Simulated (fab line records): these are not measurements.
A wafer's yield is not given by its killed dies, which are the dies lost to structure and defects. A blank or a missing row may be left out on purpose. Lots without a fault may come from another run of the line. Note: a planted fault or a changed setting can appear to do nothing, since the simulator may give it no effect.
Problem report, 8D (eight disciplines) form, completed by code	flow gf180mcu	the parts of the form that need people (team, actions taken, sign-off) are left out

## 1. WHAT IS WRONG
Wafers free of any fault read 0.327 ohm/sq (standard deviation 0.0033) for V1_W_RS at GF_V1_RS_MEAS_24, against a mean of 0.542 ohm/sq on 4 wafers of 2 lots. That is +65 standard deviations from the usual mean.
The step: measures by four-point-probe.
First seen on wafer L189.3, day 20 15:49, on film-metro-02. At this step, 33 wafers from 11 lots have a number in the record. Rule for "out", or "out of limits": more than 4 standard deviations from the usual mean. The other wafers with a number count as sound.

## 2. WHAT IT IS; WHAT IT IS NOT
question	is	is not
which readings at this step	V1_W_RS	-
which lots	L189, L191	L183, L186, L198, L200, L201, L202, L203, L204, L205
which wafers of those lots	L189.3, L189.4, L191.3, L191.4	L189.1, L191.5
read on which gauges	film-metro-02, film-metro-03	film-metro-04
when	from day 20 15:49	up to then (7 sound wafers); but 22 sound wafers of L191, L198, L200, L201, L202, L203, L204, L205 came after

## 3. SUSPECTS, AND WHAT RULES EACH OUT
Counting: a tool at a process step up to the reading stays a suspect if it ran every lot that is out. Sound lots after the first of them don't rule it out here, since some wafers of a struck lot are sound.
- the gauge at GF_V1_RS_MEAS_24 has been ruled out. The wafers that are out were read on 2 gauges (film-metro-02, film-metro-03).
- cvd-w-02 at GF_V1_CVD_23 (deposits W, target thk 350 nm, time 105.05 s): kept. Ran every lot that is out, first one L189 (day 20 15:43); last sound lot up to then L183 (day 18 02:42).
Left after counting: cvd-w-02 at GF_V1_CVD_23.

## 4. THE CAUSE (what the simulator had put in)
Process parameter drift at GF_V1_CVD_23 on cvd-w-02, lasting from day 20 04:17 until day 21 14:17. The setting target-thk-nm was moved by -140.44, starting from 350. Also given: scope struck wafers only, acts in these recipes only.
Counting left only this tool.

## 5. SEQUENCE OF EFFECTS, ordered by route
One row per reading whose mean, taken over the struck wafers that have a number, lies over 3 standard deviations from the usual. Scope: only readings with a usual standard deviation given in the record; hours: median across lots of the time from each lot's start at the first step in this table that gives one to its start at this step; sigmas: change in usual standard deviations.
hours	step	reading	usual	on struck wafers	change	sigmas
0	GF_V1_RS_MEAS_24	V1_W_RS	0.327 ohm/sq	0.542	+0.215	+65
0	GF_V1_THK_MEAS_25	V1_W_THK	357 nm	217	-140	-27
0	GF_V1_CMP_26	time-to-endpoint-s	83 s	49	-34	-9.3
Process steps it contains:
- GF_V1_CMP_26: polishes, stops on SiO2, t overpolish 15 s, target thk 0 nm.
Later measuring or inspecting steps at which every struck wafer that the step has a row for has a number for every such reading, and none has moved that far: GF_M2_RS_MEAS_05.

## 6. HOW IT WOULD HAVE BEEN CAUGHT EARLIER
12 hours passed between the start of the fault at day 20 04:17 and the first reading out of limits at a measuring or inspecting step in this record, taken at day 20 15:49.
An alarm limit of 4 standard deviations would not have fired on the tool readings at GF_V1_CVD_23 for which the record gives a usual standard deviation, since none of them was out on any struck wafer.
Among the 2 lots that are out, L191 began GF_V1_CVD_23 on cvd-w-02 after day 20 15:49. Putting the tool on hold at that point would have spared it.
